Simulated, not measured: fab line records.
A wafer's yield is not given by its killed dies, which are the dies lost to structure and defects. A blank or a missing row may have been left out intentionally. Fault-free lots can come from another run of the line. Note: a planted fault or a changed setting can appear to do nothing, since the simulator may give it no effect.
fab line records	flow sky130
[record] lots = 5	wafers = 15	last-day = 49
route steps=708 shown GATE_OXIDE@202 POLY_GATE@204 RES_PROTECT@206 LDD_N@237 PAD_OPEN@708
lots with no fault: from the same line, run without faults
start-h: hours from the record's first day to the start of the lot's first wafer shown	wait-h: time in hours since the lot's previous step	" same as the row above	L1.1+2: a single row standing in for several wafers	- value missing, or start not given	* or withheld: withheld	< > ~ a bound
route shown NAME@n: a module of which the file shows steps, and the number in the route of the first	usual: average and standard deviation across the fault-free wafers	same: alike in all rows	chamber/n: place in a boat	sites: each site's reading	_std_site: the values' standard deviation	_edge_site: mean of outer sites minus mean of inner sites	radius-mm: for every site, how far away it sits from the centre of the wafer	mask NAME#n: copy n	behind: tool/chamber where the wafer was last shaped	hold: the reason the lot was held/the length of the hold in hours/how it ended	device: whichever transistor did not switch (one of n, p or np)	end of line: tests of these same wafers at the route's end	a step without rows: its recipe alone	killed: dies that structure and defects cost at the first sort, which is not the same as the wafer's yield	map: per-die view of a wafer (x killed, . not killed, _ where there is no die)
set.NAME: setting as actually run; set.NAME@STEP: the setting as run at that earlier step	model.NAME: the simulator's own value behind a step, which no gauge read
lots seen at some steps along the route; tables by step, rows by wafer
services: a tool's chamber out of use, with start hour (start-h, from the record's first day; less than 0 if before it), hours out, and reason
[[steps]]
[step SKY_GATE_OXIDE_CLEAN_15]
[recipe] chemistry = SC1/SC2	mix = 1:4:20	temp-c = 70	time-s = 150	dry = n2-spin
[step SKY_GATE_OXIDE_OXIDATION_16]
[recipe] temp-c = 800	ambient = O2	idle-temp-c = 700	ramp-up-c-per-min = 10	ramp-down-c-per-min = 3	stabilise-s = 600	purge-s = 300	target-thk-a = 35.7	ox-time-s = 1915
[step SKY_POLY_GATE_CVD_00]
[recipe] material = poly-Si	target-thk-nm = 180	temp-c = 620	time-s = 720	pressure-mtorr = 200
[step SKY_RES_PROTECT_DEHYDRATE_00]
[recipe] temp-c = 200	time-s = 60
[step SKY_RES_PROTECT_HMDS_01]
[recipe] prime-time-s = 60	prime-temp-c = 120
[step SKY_RES_PROTECT_COAT_02]
[recipe] resist = NOVOLAK	spin-rpm = 3000	resist-thk-nm = 1140
[step SKY_RES_PROTECT_SOFTBAKE_03]
[recipe] temp-c = 90	time-s = 60	resist = NOVOLAK
[step SKY_RES_PROTECT_EXPOSE_04]
[recipe] mask-id = RPM	na = 0.6	source-shape = conventional	sigma-outer = 0.6	polarization = unpolarized	target-cd-nm = 1270	dose-mj = 131
[step SKY_RES_PROTECT_PEB_05]
[recipe] temp-c = withheld	time-s = *	resist = NOVOLAK
[step SKY_RES_PROTECT_DEVELOP_06]
[recipe] resist = NOVOLAK	developer = TMAH	develop-time-s = 60	dev-temp-c = 23
[step SKY_POLY_GATE_IMPLANT_02]
[recipe] species = P	energy-kev = 30	dose-cm2 = 7.7e+15	tilt-deg = 0
[usual] tilt-deg = -0.003/0.02
lot.wafer	tool	chamber	start-h	wait-h	tilt-deg
L634.1	implanter-03	0	341.47	0.1	0.013
L634.4	"	0	"	"	0.007
L634.5	"	0	"	"	-0.007
L646.1	implanter-04	0	451.51	0.1	-0.011
L646.2	"	0	"	"	-0.004
L646.5	"	0	"	"	-0.015
L647.2	implanter-04	0	458.98	0.1	-0.027
L647.3	"	0	"	"	-0.004
L647.5	"	0	"	"	-0.008
L648.1	implanter-04	0	473.92	0.1	0.027
L648.3	"	0	"	"	0.012
L648.4	"	0	"	"	0.020
L649.3	implanter-04	0	477.11	0.1	-0.006
L649.4	"	0	"	"	-0.003
L649.5	"	0	"	"	-0.005
[step SKY_RES_PROTECT_STRIP_07]
[recipe] chemistry = O2/N2	power-w = 1400	pressure-mtorr = 1500	platen-temp-c = withheld	o2-flow-sccm = 3000	n2-flow-sccm = 300	overash-fraction = 0.5
[step SKY_RES_PROTECT_CLEAN_09]
[recipe] chemistry = SC1/SC2	mix = 1:4:20	temp-c = 70	time-s = 150	dry = n2-spin
[step SKY_POLY_GATE_CVD_03]
[recipe] material = Si3N4	precursor = DCS/NH3	target-thk-nm = 75	temp-c = 770	time-s = 1290	pressure-mtorr = 250
[step SKY_POLY_GATE_DEHYDRATE_05]
[recipe] temp-c = 200	time-s = 60
[step SKY_POLY_GATE_HMDS_06]
[recipe] prime-time-s = 60	prime-temp-c = 120
[step SKY_POLY_GATE_COAT_07]
[recipe] resist = BARC	temp-c = withheld	time-s = withheld	spin-rpm = 3000	resist-thk-nm = 108.9
[step SKY_POLY_GATE_COAT_08]
[recipe] resist = KrF-thick	spin-rpm = 3000	resist-thk-nm = 450
[step SKY_POLY_GATE_SOFTBAKE_09]
[recipe] temp-c = 100	time-s = 90	resist = KrF-thick
[step SKY_POLY_GATE_EXPOSE_10]
[recipe] mask-id = P1M	na = 0.68	source-shape = conventional	sigma-outer = 0.6	target-cd-nm = 150	dose-mj = 28
[step SKY_POLY_GATE_PEB_11]
[recipe] peb-temp-c = withheld	peb-time-s = withheld	resist = KrF-thick
[step SKY_POLY_GATE_DEVELOP_12]
[recipe] develop-time-s = 60	resist = KrF-thick	dev-temp-c = 21
[step SKY_POLY_GATE_ETCH_15]
[recipe] chemistry = N2/H2	target = BARC	ion-energy-ev = 200	source-w = 500	bias-w = 100	pressure-mtorr = 30	n2-flow-sccm = 100	h2-flow-sccm = 200	stop-on = SiO2	time-s = 118.5	target-depth-a = 1100
[step SKY_POLY_GATE_ETCH_16]
[recipe] stop-on = poly-Si	chemistry = CH3F/O2	target = Si3N4	source-w = 400	bias-w = 80	pressure-mtorr = 25	ch3f-flow-sccm = 40	O2_flow_sccm = 30	time-s = 152.6	target-depth-a = 750
[step SKY_POLY_GATE_ETCH_17]
[recipe] target-depth-nm = 180	stop-on = SiO2	over-etch-frac = 0.56667	chemistry = HBr/Cl2	target = poly-Si	icp-w = 400	bias-w = 100	pressure-mtorr = 10	HBr_flow_sccm = 150	Cl2_flow_sccm = 50	time-s = 70.5
[step SKY_POLY_GATE_STRIP_18]
[recipe] chemistry = O2/N2	power-w = 1400	pressure-mtorr = 1500	platen-temp-c = withheld	o2-flow-sccm = 3000	n2-flow-sccm = 300	overash-fraction = 0.5
[step SKY_POLY_GATE_CLEAN_19]
[recipe] chemistry = SC1/SC2	mix = 1:4:20	temp-c = 70	time-s = 150	dry = n2-spin
[step SKY_POLY_GATE_OXIDATION_20]
[recipe] temp-c = 850	ambient = O2	stabilise-s = 600	purge-s = 300	target-thk-a = 40	ox-time-s = 899
[step SKY_LDD_N_DEHYDRATE_00]
[recipe] temp-c = 200	time-s = 60
[step SKY_LDD_N_HMDS_01]
[recipe] prime-time-s = 60	prime-temp-c = 120
[step SKY_LDD_N_COAT_02]
[recipe] resist = NOVOLAK	spin-rpm = 3000	resist-thk-nm = 300
[step SKY_LDD_N_SOFTBAKE_03]
[recipe] temp-c = 90	time-s = 60	resist = NOVOLAK
[step SKY_LDD_N_EXPOSE_04]
[recipe] mask-id = NTM	target-cd-nm = 840	na = 0.6	source-shape = conventional	sigma-outer = 0.6	dose-mj = 110
[step SKY_LDD_N_PEB_05]
[recipe] temp-c = withheld	time-s = *	resist = NOVOLAK
[step SKY_PAD_OPEN_PROBE_99]
[usual] killed_at_M0_to_M3 = 43/7	killed_at_M4_up = 3.0/1.9	killed-at-contacts = 24/4.6	killed-at-front-end = 15/4.1	killed-at-other = 0.3/0.52	killed-dies = 84/9.7	killed-open = 46/6.9	killed-short = 38/6.8
[same] gross-dies = 492	killed-at-back-side = 0
lot.wafer	tool	chamber	start-h	wait-h	killed_at_M0_to_M3	killed_at_M4_up	killed-at-contacts	killed-at-front-end	killed-at-other	killed-dies	killed-open	killed-short	model.etest.res-poly.rs-ohm-sq-rim-less-centre	model.etest.res-poly.rs-ohm-sq-range
L634.1	prober-02	-	1075.81	0.1	38	2	25	19	0	84	53	30	1.403	1.576
L634.4	prober-02	-	1075.96	0.2	32	2	19	18	1	72	42	27	1.842	2.023
L634.5	prober-02	-	1076.01	0.2	38	4	27	14	0	83	50	32	1.039	1.375
L646.1	prober-01	-	1150.93	0.1	41	9	26	11	1	88	41	46	0.2608	1.844
L646.2	prober-01	-	1150.98	0.1	50	5	33	12	0	100	46	54	0.6814	0.948
L646.5	prober-01	-	1151.13	0.2	46	2	24	17	1	90	44	45	0.5854	1.235
L647.2	prober-02	-	1157.38	0.1	48	3	29	15	0	95	56	39	-1.941	2.687
L647.3	prober-02	-	1157.43	0.2	50	1	20	12	0	83	45	38	-2.933	3.143
L647.5	prober-02	-	1157.53	0.2	46	3	33	15	0	97	55	42	-1.616	2.378
L648.1	prober-01	-	1164.28	0.1	32	6	28	21	0	87	41	46	-2.659	3.05
L648.3	prober-01	-	1164.38	0.2	41	5	25	13	1	85	42	43	-1.732	2.281
L648.4	prober-01	-	1164.43	0.2	37	4	24	10	0	75	40	35	-2.621	2.99
L649.3	prober-02	-	1168.08	0.2	31	2	23	8	0	64	37	26	-2.666	3.108
L649.4	prober-02	-	1168.13	0.2	55	2	26	10	1	94	52	42	-3.44	3.65
L649.5	prober-02	-	1168.18	0.2	49	2	21	16	0	88	43	44	-1.914	3.166
// killed by level:class
L634.1 VIA1:geometric-particle:open=12 LI_CONTACT:geometric-particle:open=9 VIA3:geometric-particle:open=7 CONTACT:geometric-particle:short=6 VIA2:geometric-particle:open=6 POLY_GATE:geometric-particle:open=5 CONTACT:geometric-particle:open=5 FIELD_ISO:geometric-particle:short=4
L634.4 CONTACT:geometric-particle:open=7 FIELD_ISO:geometric-particle:open=6 LI_CONTACT:geometric-particle:open=6 METAL1:geometric-particle:short=6 VIA1:geometric-particle:open=5 VIA3:geometric-particle:open=4 METAL2:geometric-particle:open=4 FIELD_ISO:geometric-particle:short=3
L634.5 VIA1:geometric-particle:open=11 CONTACT:geometric-particle:open=9 LI_CONTACT:geometric-particle:open=8 METAL2:geometric-particle:short=8 VIA3:geometric-particle:open=6 CONTACT:geometric-particle:short=5 FIELD_ISO:geometric-particle:short=4 POLY_GATE:geometric-particle:open=4
L646.1 VIA1:geometric-particle:open=11 METAL2:geometric-particle:short=8 METAL4:geometric-particle:short=7 LOCAL_INTERCONNECT:geometric-particle:short=7 CONTACT:geometric-particle:short=7 LI_CONTACT:geometric-particle:open=5 CONTACT:geometric-particle:open=5 VIA3:geometric-particle:open=5
L646.2 METAL2:geometric-particle:short=9 CONTACT:geometric-particle:short=9 VIA2:geometric-particle:open=8 VIA1:geometric-particle:open=8 LI_CONTACT:geometric-particle:open=7 CONTACT:geometric-particle:open=7 VIA3:geometric-particle:open=7 LOCAL_INTERCONNECT:geometric-particle:short=6
L646.5 VIA1:geometric-particle:short=15 LI_CONTACT:geometric-particle:open=10 VIA2:geometric-particle:open=8 VIA1:geometric-particle:open=7 FIELD_ISO:geometric-particle:open=6 METAL2:geometric-particle:short=6 CONTACT:geometric-particle:open=5 POLY_GATE:geometric-particle:short=4
L647.2 VIA1:geometric-particle:open=13 CONTACT:geometric-particle:open=12 METAL2:geometric-particle:short=8 VIA2:geometric-particle:open=7 FIELD_ISO:geometric-particle:short=4 POLY_GATE:geometric-particle:short=4 CONTACT:geometric-particle:short=4 LI_CONTACT:geometric-particle:open=4
L647.3 VIA1:geometric-particle:open=15 VIA3:geometric-particle:open=11 METAL3:geometric-particle:short=6 LOCAL_INTERCONNECT:geometric-particle:short=5 METAL1:geometric-particle:short=5 LI_CONTACT:geometric-particle:short=4 LI_CONTACT:geometric-particle:open=4 FIELD_ISO:geometric-particle:short=3
L647.5 CONTACT:geometric-particle:open=17 METAL2:geometric-particle:short=11 VIA1:geometric-particle:open=9 LI_CONTACT:geometric-particle:open=8 METAL3:geometric-particle:short=6 POLY_GATE:geometric-particle:open=5 LI_CONTACT:geometric-particle:short=4 POLY_GATE:geometric-particle:short=4
L648.1 LI_CONTACT:geometric-particle:open=8 CONTACT:geometric-particle:short=7 VIA1:geometric-particle:open=7 FIELD_ISO:geometric-particle:open=6 POLY_GATE:geometric-particle:short=5 LOCAL_INTERCONNECT:geometric-particle:short=5 METAL1:geometric-particle:short=5 VIA2:geometric-particle:open=5
L648.3 VIA1:geometric-particle:open=13 CONTACT:geometric-particle:short=9 CONTACT:geometric-particle:open=8 VIA3:geometric-particle:open=5 POLY_GATE:geometric-particle:short=4 LOCAL_INTERCONNECT:geometric-particle:short=4 METAL2:geometric-particle:short=4 FIELD_ISO:geometric-particle:open=3
L648.4 VIA1:geometric-particle:open=7 LI_CONTACT:geometric-particle:open=6 LOCAL_INTERCONNECT:geometric-particle:short=6 CONTACT:geometric-particle:open=6 METAL2:geometric-particle:short=6 METAL1:geometric-particle:short=5 METAL1:geometric-particle:open=5 VIA3:geometric-particle:open=5
L649.3 VIA1:geometric-particle:open=10 VIA2:geometric-particle:open=8 LI_CONTACT:geometric-particle:open=7 CONTACT:geometric-particle:open=7 METAL1:geometric-particle:short=4 CONTACT:geometric-particle:short=4 FIELD_ISO:geometric-particle:short=3 POLY_GATE:geometric-particle:short=3
L649.4 VIA1:geometric-particle:open=14 LI_CONTACT:geometric-particle:open=11 VIA2:geometric-particle:open=11 METAL1:geometric-particle:short=9 CONTACT:geometric-particle:open=8 VIA2:geometric-particle:short=7 POLY_GATE:geometric-particle:short=4 CONTACT:geometric-particle:short=4
L649.5 VIA1:geometric-particle:open=9 FIELD_ISO:geometric-particle:short=8 CONTACT:geometric-particle:open=8 METAL1:geometric-particle:short=8 VIA2:geometric-particle:open=8 VIA1:geometric-particle:short=7 LOCAL_INTERCONNECT:geometric-particle:short=4 VIA3:geometric-particle:short=4
[[services]]
tool	chamber	start-h	hours	kind
implanter-04	-	364.19	2.5	repair
implanter-03	-	368.64	1.1	repair
implanter-03	-	397.75	0.7	repair
implanter-03	-	405.84	2.9	pm
implanter-03	-	459.80	2.9	pm
[[key]]
first-sign none at tools or gauges
[model-effect] step = SKY_PAD_OPEN_PROBE_99	value = etest.res-poly.rs-ohm-sq-rim-less-centre	without = 0.6326	struck = -2.391
met-at SKY_POLY_GATE_IMPLANT_02
struck-wafers L647.2,L647.3,L647.5,L648.1,L648.3,L648.4,L649.3,L649.4,L649.5
tester-left-out L647,L648,L649
onset-between 451.51 458.98
also-fits time
[fault] kind = process-parameter-drift	tool = implanter-04	chamber = -	onset-h = 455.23	steps = SKY_POLY_GATE_IMPLANT_02	channel = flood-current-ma	offset = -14	shape = step	end-h = 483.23
// tester-left-out: of these lots the tester's yield and bins aren't shown, on N5 and GAA mostly nor the transistor test; their killed dies are dies lost to structure and defects alone, not to doping, threshold or leakage, so they don't give the yield
